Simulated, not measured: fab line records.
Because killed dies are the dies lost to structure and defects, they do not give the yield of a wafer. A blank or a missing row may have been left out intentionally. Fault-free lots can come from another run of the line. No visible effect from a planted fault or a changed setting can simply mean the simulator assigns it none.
Which tool did it? :: flow sky130 :: 10 lots, 30 wafers sampled, at 6 steps of a route of 708

WHAT EACH GAUGE READ, for each wafer
SKY_VIA1_THK_MEAS_23: measures by xrf. Usual: for VIA1_W_THK the level is 268 nm and the standard deviation is 3.4.
lot: L598
measured: day 33 20:23
on: film metro-03
VIA1_W_THK (nm): 269 264 262
flag: 

lot: L600
measured: day 35 12:55
on: film metro-02
VIA1_W_THK (nm): 272 270 271
flag: 

lot: L602
measured: day 38 21:38
on: film metro-03
VIA1_W_THK (nm): 273 270 268
flag: 

lot: L604
measured: day 38 23:33
on: film metro-03
VIA1_W_THK (nm): 271 271 268
flag: 

lot: L607
measured: day 38 23:40
on: film metro-02
VIA1_W_THK (nm): 266 265 271
flag: 

lot: L605
measured: day 38 23:50
on: film metro-02
VIA1_W_THK (nm): 267 271 268
flag: 

lot: L611
measured: day 39 04:44
on: film metro-04
VIA1_W_THK (nm): 268 269 268
flag: 

lot: L616
measured: day 39 17:53
on: film metro-04
VIA1_W_THK (nm): 270 267 265
flag: 

lot: L619
measured: day 40 06:16
on: film metro-02
VIA1_W_THK (nm): 269 270 273
flag: 

lot: L620
measured: day 41 00:00
on: film metro-04
VIA1_W_THK (nm): 268 272 270
flag: 

SKY_CAPM_RS_MEAS_03: measurement is done with a four-point probe. Usual: for CAPM_TIN_RS the level is 6.92 ohm/sq and the standard deviation is 0.085.
lot: L598
measured: day 36 03:31
on: film metro-04
CAPM_TIN_RS (ohm/sq): 6.90 6.72 6.89
flag: 

lot: L600
measured: day 37 20:55
on: film metro-04
CAPM_TIN_RS (ohm/sq): 6.98 6.93 6.90
flag: 

lot: L602
measured: day 41 03:54
on: film metro-04
CAPM_TIN_RS (ohm/sq): 6.95 7.01 7.00
flag: 

lot: L604
measured: day 41 04:56
on: film metro-04
CAPM_TIN_RS (ohm/sq): 6.87 6.76 6.87
flag: 

lot: L607
measured: day 41 05:16
on: film metro-03
CAPM_TIN_RS (ohm/sq): 4.72 6.96 6.96
flag: OFF

lot: L605
measured: day 41 05:43
on: film metro-04
CAPM_TIN_RS (ohm/sq): 6.86 6.89 6.86
flag: 

lot: L611
measured: day 41 09:51
on: film metro-01
CAPM_TIN_RS (ohm/sq): 6.74 4.65 6.72
flag: OFF

lot: L616
measured: day 41 20:59
on: film metro-04
CAPM_TIN_RS (ohm/sq): 7.02 7.04 6.98
flag: 

lot: L619
measured: day 42 09:18
on: film metro-03
CAPM_TIN_RS (ohm/sq): 6.86 6.94 6.96
flag: 

lot: L620
measured: day 43 01:42
on: film metro-03
CAPM_TIN_RS (ohm/sq): 6.96 6.91 6.85
flag: 

SKY_CAPM_THK_MEAS_04: measures by xrf. Usual: for CAPM_TIN_THK the level is 201.0 nm and the standard deviation is 2.5.
lot: L598
measured: day 36 03:37
on: film metro-04
CAPM_TIN_THK (nm): 201.2 207.1 202.5
flag: 

lot: L600
measured: day 37 21:02
on: film metro-04
CAPM_TIN_THK (nm): 198.9 199.9 201.5
flag: 

lot: L602
measured: day 41 04:01
on: film metro-04
CAPM_TIN_THK (nm): 201.3 198.3 199.9
flag: 

lot: L604
measured: day 41 05:04
on: film metro-04
CAPM_TIN_THK (nm): 202.9 206.2 202.7
flag: 

lot: L607
measured: day 41 05:22
on: film metro-03
CAPM_TIN_THK (nm): 294.3 200.7 199.9
flag: OFF

lot: L605
measured: day 41 05:50
on: film metro-04
CAPM_TIN_THK (nm): 202.4 202.9 202.9
flag: 

lot: L611
measured: day 41 09:57
on: film metro-01
CAPM_TIN_THK (nm): 203.8 293.5 205.1
flag: OFF

lot: L616
measured: day 41 21:06
on: film metro-04
CAPM_TIN_THK (nm): 198.4 197.5 200.8
flag: 

lot: L619
measured: day 42 09:25
on: film metro-03
CAPM_TIN_THK (nm): 203.5 199.7 199.4
flag: 

lot: L620
measured: day 43 01:48
on: film metro-03
CAPM_TIN_THK (nm): 199.3 200.1 201.3
flag: 

WHAT TOOL EACH LOT RAN ON (gives the tool, then ch and the chambers of the sampled wafers, and finally the start)
lot: L598
SKY_METAL2_SPUTTER_03: pvd sputter-04, day 33 20:48
SKY_VIA2_ETCH_15: rie diel-04 ch 0,2, day 36 01:47
SKY_CAPM_SPUTTER_02: pvd sputter-02, day 36 03:22

lot: L600
SKY_METAL2_SPUTTER_03: pvd sputter-04, day 35 13:23
SKY_VIA2_ETCH_15: rie diel-03 ch 0,2,3, day 37 19:14
SKY_CAPM_SPUTTER_02: pvd sputter-03, day 37 20:48

lot: L602
SKY_METAL2_SPUTTER_03: pvd sputter-01, day 38 22:22
SKY_VIA2_ETCH_15: rie diel-03 ch 1,2, day 41 01:26
SKY_CAPM_SPUTTER_02: pvd sputter-01, day 41 03:47

lot: L604
SKY_METAL2_SPUTTER_03: pvd sputter-03, day 38 23:59
SKY_VIA2_ETCH_15: rie diel-03 ch 0,1,3, day 41 02:50
SKY_CAPM_SPUTTER_02: pvd sputter-02, day 41 04:50

lot: L607
SKY_METAL2_SPUTTER_03: pvd sputter-01, day 39 00:05
SKY_VIA2_ETCH_15: rie diel-01 ch 0,1,2, day 41 02:58
SKY_CAPM_SPUTTER_02: pvd sputter-03, day 41 05:08

lot: L605
SKY_METAL2_SPUTTER_03: pvd sputter-04, day 39 00:17
SKY_VIA2_ETCH_15: rie diel-01 ch 1,2,3, day 41 03:54
SKY_CAPM_SPUTTER_02: pvd sputter-01, day 41 05:37

lot: L611
SKY_METAL2_SPUTTER_03: pvd sputter-04, day 39 05:09
SKY_VIA2_ETCH_15: rie diel-03 ch 1,2, day 41 08:06
SKY_CAPM_SPUTTER_02: pvd sputter-03, day 41 09:43

lot: L616
SKY_METAL2_SPUTTER_03: pvd sputter-01, day 39 18:19
SKY_VIA2_ETCH_15: rie diel-01 ch 0,1, day 41 19:17
SKY_CAPM_SPUTTER_02: pvd sputter-01, day 41 20:52

lot: L619
SKY_METAL2_SPUTTER_03: pvd sputter-01, day 40 06:41
SKY_VIA2_ETCH_15: rie diel-04 ch 0,1,3, day 42 07:30
SKY_CAPM_SPUTTER_02: pvd sputter-01, day 42 09:10

lot: L620
SKY_METAL2_SPUTTER_03: pvd sputter-01, day 41 00:25
SKY_VIA2_ETCH_15: rie diel-04 ch 0,2, day 42 23:51
SKY_CAPM_SPUTTER_02: pvd sputter-02, day 43 01:33
- SKY_METAL2_SPUTTER_03: material Ti, target thk 5 nm, time 3.3 s.
- SKY_VIA2_ETCH_15: etches SiO2 in C4F8/O2/Ar, stops on TiN, target depth 546 nm, time 84 s.
- SKY_CAPM_SPUTTER_02: material TiN, target thk 200 nm, time 166.7 s.

WHAT THE TOOLS THEMSELVES READ (means of the sampled wafers that have a number; where no wafer has one, the mark that the record gives instead)
SKY_METAL2_SPUTTER_03. Usual: cathode dc power W 3000.0 W, standard deviation 0.57; throttle valve pct 29.9 %, standard deviation 1.1.
lot: L598
tool: pvd sputter-04
cathode dc power W (W): 3000.1
throttle valve pct (%): 29.7
flag: 

lot: L600
tool: pvd sputter-04
cathode dc power W (W): 3000.6
throttle valve pct (%): 29.5
flag: 

lot: L602
tool: pvd sputter-01
cathode dc power W (W): 2999.8
throttle valve pct (%): 29.4
flag: 

lot: L604
tool: pvd sputter-03
cathode dc power W (W): 3000.1
throttle valve pct (%): 30.9
flag: 

lot: L607
tool: pvd sputter-01
cathode dc power W (W): 3000.4
throttle valve pct (%): 29.4
flag: 

lot: L605
tool: pvd sputter-04
cathode dc power W (W): 2999.8
throttle valve pct (%): 29.5
flag: 

lot: L611
tool: pvd sputter-04
cathode dc power W (W): 2999.7
throttle valve pct (%): 29.5
flag: 

lot: L616
tool: pvd sputter-01
cathode dc power W (W): 3000.4
throttle valve pct (%): 28.7
flag: 

lot: L619
tool: pvd sputter-01
cathode dc power W (W): 3000.1
throttle valve pct (%): 30.0
flag: 

lot: L620
tool: pvd sputter-01
cathode dc power W (W): 3000.2
throttle valve pct (%): 29.4
flag: 

SKY_VIA2_ETCH_15. Usual: 0.940 a.u. for oes product au, sd 0.005.
lot: L598
tool: rie diel-04
oes product au (a.u.): 0.936
flag: 

lot: L600
tool: rie diel-03
oes product au (a.u.): 0.942
flag: 

lot: L602
tool: rie diel-03
oes product au (a.u.): 0.944
flag: 

lot: L604
tool: rie diel-03
oes product au (a.u.): 0.935
flag: 

lot: L607
tool: rie diel-01
oes product au (a.u.): 0.939
flag: 

lot: L605
tool: rie diel-01
oes product au (a.u.): 0.935
flag: 

lot: L611
tool: rie diel-03
oes product au (a.u.): 0.940
flag: 

lot: L616
tool: rie diel-01
oes product au (a.u.): 0.941
flag: 

lot: L619
tool: rie diel-04
oes product au (a.u.): 0.942
flag: 

lot: L620
tool: rie diel-04
oes product au (a.u.): 0.940
flag: 

SKY_CAPM_SPUTTER_02. Usual: cathode dc power W 6500.0 W, standard deviation 1.2; throttle valve pct 30.1 %, standard deviation 1.1.
lot: L598
tool: pvd sputter-02
cathode dc power W (W): 6499.5
throttle valve pct (%): 30.4
flag: 

lot: L600
tool: pvd sputter-03
cathode dc power W (W): 6499.5
throttle valve pct (%): 31.5
flag: 

lot: L602
tool: pvd sputter-01
cathode dc power W (W): 6500.1
throttle valve pct (%): 29.4
flag: 

lot: L604
tool: pvd sputter-02
cathode dc power W (W): 6499.6
throttle valve pct (%): 30.5
flag: 

lot: L607
tool: pvd sputter-03
cathode dc power W (W): 6501.2
throttle valve pct (%): 31.1
flag: 

lot: L605
tool: pvd sputter-01
cathode dc power W (W): 6500.3
throttle valve pct (%): 29.5
flag: 

lot: L611
tool: pvd sputter-03
cathode dc power W (W): 6499.1
throttle valve pct (%): 30.8
flag: 

lot: L616
tool: pvd sputter-01
cathode dc power W (W): 6500.5
throttle valve pct (%): 28.7
flag: 

lot: L619
tool: pvd sputter-01
cathode dc power W (W): 6499.5
throttle valve pct (%): 29.4
flag: 

lot: L620
tool: pvd sputter-02
cathode dc power W (W): 6500.1
throttle valve pct (%): 30.6
flag: 

THE ANSWER, worked out from the rows above alone
Rule: a lot counts as off when the mean over its wafers that have a number is more than 3 standard deviations away from the usual mean. A lot without any number at a reading at which 4 lots or more have one is off too. Where the step has rows for the other lots, those lots are counted as sound. Order of review: gauges by route order, followed by the tools' own readings, for which a lot's mean as printed above is used. The first step at which some lot is off is used, and at that step the reading that is off furthest; a lot without a number counts as furthest.
Off: at SKY_CAPM_RS_MEAS_03 (CAPM_TIN_RS), L607, L611.
A tool fits if, at a process step before that reading, it ran every lot that is off, and no sound lot after the first of them. Gauges at SKY_CAPM_RS_MEAS_03: tried the same way as those tools. One fits: pvd sputter-03 at SKY_CAPM_SPUTTER_02. A fault onset in the window from L600 (day 37 20:48, its last sound lot) to L607 (day 41 05:08, its first lot off) fits.

WHAT THE SIMULATOR PUT IN
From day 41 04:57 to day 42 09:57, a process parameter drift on pvd sputter-03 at SKY_CAPM_SPUTTER_02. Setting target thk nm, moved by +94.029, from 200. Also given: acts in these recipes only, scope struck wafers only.
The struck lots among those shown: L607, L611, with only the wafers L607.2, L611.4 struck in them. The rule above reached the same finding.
